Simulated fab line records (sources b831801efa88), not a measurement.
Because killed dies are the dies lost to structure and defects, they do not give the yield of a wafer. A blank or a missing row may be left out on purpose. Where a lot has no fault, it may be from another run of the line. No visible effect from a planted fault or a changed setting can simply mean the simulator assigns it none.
Which tool was responsible?	flow gf180mcu	14 lots with 42 wafers sampled at 5 steps, on a route of 602 steps

## WHAT THE GAUGES SHOWED, per wafer
GF_VT_IMPLANT_OVL_MEAS_18.
lot	measured	on	VT_IMPLANT_01_OVL (nm)
L342	day 6 08:56	overlay-02	1.3 1.7 2.2
L343	day 6 09:32	overlay-02	1.1 -0.2 -0.4
L344	day 6 19:34	overlay-01	3.4 2.5 3.6
L345	day 6 23:47	overlay-02	-2.0 2.1 -0.3
L346	day 7 10:09	overlay-02	1.4 0.2 1.6
L347	day 7 13:25	overlay-02	-1.3 0.1 0.3
L350	day 8 07:17	overlay-02	0.0 0.4 0.2
L354	day 9 21:41	overlay-01	1.1 0.7 0.8
L356	day 10 07:11	overlay-01	0.1 -0.2 1.9
L357	day 10 07:28	overlay-01	-2.5 -3.1 -4.4
L359	day 10 21:50	overlay-02	2.2 -0.2 -0.7
L361	day 11 07:17	overlay-02	-0.7 -1.7 -1.6
L362	day 11 12:58	overlay-01	1.6 -0.7 1.3
L364	day 12 00:32	overlay-02	3.4 1.3 1.0

GF_VT_IMPLANT_OVL_MEAS_40.
lot	measured	on	VT_IMPLANT_03_OVL (nm)
L342	day 7 15:13	overlay-01	-2.4 -0.9 -2.9
L343	day 7 16:02	overlay-02	-2.8 -1.0 -2.1
L344	day 8 03:32	overlay-01	-0.5 -0.3 -1.5
L345	day 8 08:07	overlay-02	-1.3 -0.8 -1.6
L346	day 8 17:59	overlay-02	-2.2 -2.0 -2.8
L347	day 8 22:19	overlay-02	0.9 0.5 1.7
L350	day 9 16:31	overlay-01	-1.8 -1.2 -0.6
L354	day 11 10:02	overlay-01	0.0 1.1 -0.4
L356	day 11 21:02	overlay-02	-2.6 -2.4 -3.2
L357	day 11 21:20	overlay-02	-2.2 1.1 -1.1
L359	day 12 12:23	overlay-01	-0.7 -0.5 -2.2
L361	day 12 22:12	overlay-02	-0.9 0.5 -0.4
L362	day 13 03:38	overlay-02	0.5 -1.7 -1.0
L364	day 13 17:47	overlay-02	-1.3 -2.2 -1.3

GF_VT_IMPLANT_TW_MEAS_43.
lot	measured	on	VT_IMPLANT_4_TW
L342	day 7 15:30	film_metro-04	695 691 693
L343	day 7 16:19	film_metro-04	690 691 688
L344	day 8 03:50	film_metro-04	698 697 693
L345	day 8 08:24	film_metro-04	689 689 693
L346	day 8 18:17	film_metro-01	692 690 690
L347	day 8 22:37	film_metro-03	683 683 683
L350	day 9 16:48	film_metro-04	688 687 685
L354	day 11 10:19	film_metro-04	697 697 696
L356	day 11 21:28	film_metro-01	687 685 687
L357	day 11 21:37	film_metro-01	689 687 687
L359	day 12 12:40	film_metro-04	697 696 693
L361	day 12 22:39	film_metro-01	689 693 693
L362	day 13 03:55	film_metro-04	698 699 694
L364	day 13 18:04	film_metro-03	679 683 681

GF_VT_IMPLANT_RS_MEAS_47: measurement is done with a four-point probe.
lot	measured	on	NWELL_RS (ohm/sq)
L342	day 7 15:50	film_metro-01	488.8 487.6 486.9
L343	day 7 16:39	film_metro-01	489.4 487.7 489.7
L344	day 8 04:10	film_metro-01	488.9 489.4 489.5
L345	day 8 08:47	film_metro-02	488.3 489.2 489.6
L346	day 8 18:37	film_metro-04	487.7 488.6 487.9
L347	day 8 23:01	film_metro-04	489.3 488.9 488.3
L350	day 9 17:08	film_metro-01	490.4 490.2 489.5
L354	day 11 10:42	film_metro-02	490.3 489.4 488.3
L356	day 11 21:52	film_metro-02	494.9 495.6 493.3
L357	day 11 21:59	film_metro-01	497.7 497.5 497.1
L359	day 12 13:02	film_metro-04	489.0 489.2 489.6
L361	day 12 23:01	film_metro-04	488.9 489.9 489.0
L362	day 13 04:16	film_metro-01	489.1 489.0 488.8
L364	day 13 18:23	film_metro-01	489.1 489.9 489.5

## EACH LOT AND THE TOOL THAT RAN IT (in order: tool; ch and the chambers of the sampled wafers; start)
lot	GF_NWELL_IMPLANT_08
L342	implanter-04 ch 0, day 3 10:00
L343	implanter-02 ch 0, day 3 11:54
L344	implanter-02 ch 0, day 3 19:39
L345	implanter-02 ch 0, day 3 23:43
L346	implanter-04 ch 0, day 4 04:46
L347	implanter-04 ch 0, day 4 11:30
L350	implanter-04 ch 0, day 5 02:34
L354	implanter-02 ch 0, day 6 09:55
L356	implanter-02 ch 0, day 6 18:54
L357	implanter-02 ch 0, day 6 19:35
L359	implanter-04 ch 0, day 7 07:17
L361	implanter-04 ch 0, day 7 15:33
L362	implanter-04 ch 0, day 7 19:51
L364	implanter-04 ch 0, day 8 07:30
- GF_NWELL_IMPLANT_08

## WHAT THE TOOLS THEMSELVES READ (means of the sampled wafers that have a number; where no wafer has one, the mark that the record gives instead)
GF_NWELL_IMPLANT_08.
lot	tool	beam_energy_keV
L342	implanter-04	449.92
L343	implanter-02	449.96
L344	implanter-02	450.06
L345	implanter-02	449.83
L346	implanter-04	450.00
L347	implanter-04	449.91
L350	implanter-04	449.94
L354	implanter-02	449.90
L356	implanter-02	412.96
L357	implanter-02	413.15
L359	implanter-04	449.90
L361	implanter-04	449.95
L362	implanter-04	449.90
L364	implanter-04	449.98

## THE ANSWER, worked out from the rows above alone
Rule: usual is defined by the lots themselves. The widest of any qualifying gaps counts: lots, ordered by their means at a reading, are off when they make up no more than a third of the lots, leave a main group of 4 or more, and stand apart from it by 3 or more times the standard deviation of that group's means. Not used: any main group whose means are identical at the precision the tables above print for the reading. A lot without any number at a reading at which 4 lots or more have one is off too. Any other lot the step has rows for is counted as sound. Order of review: gauges by route order, followed by the tools' own readings, for which a lot's mean as printed above is used. The first step at which some lot is off is used, and at that step the reading that is off furthest; a lot without a number counts as furthest.
Off: L356, L357, at GF_VT_IMPLANT_RS_MEAS_47 (NWELL_RS). Main group: mean 489.0 ohm/sq, sd 0.58.
If a tool, at a process step before that reading, ran all the lots that are off and no sound lot after the first of them, it fits. The gauges at GF_VT_IMPLANT_RS_MEAS_47 aren't tried: what is off there is off at GF_NWELL_IMPLANT_08 too, on other tools, and a gauge's error can't cause that. One fits: GF_NWELL_IMPLANT_08 on implanter-02. A fault onset in the window from L354 (day 6 09:55, its last sound lot) to L356 (day 6 18:54, its first lot off) fits.
On the lots that are off, the tool's own readings at GF_NWELL_IMPLANT_08 differ by more than 5 times the standard deviation of the sound lots' means, which bears it out; beam_energy_keV reads 413.05 there versus 449.94 on the sound lots.

## WHAT THE SIMULATOR PUT IN
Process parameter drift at GF_NWELL_IMPLANT_08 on implanter-02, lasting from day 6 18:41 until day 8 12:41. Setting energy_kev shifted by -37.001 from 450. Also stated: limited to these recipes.
Lots struck among those shown: L356, L357. The rule above found the same.
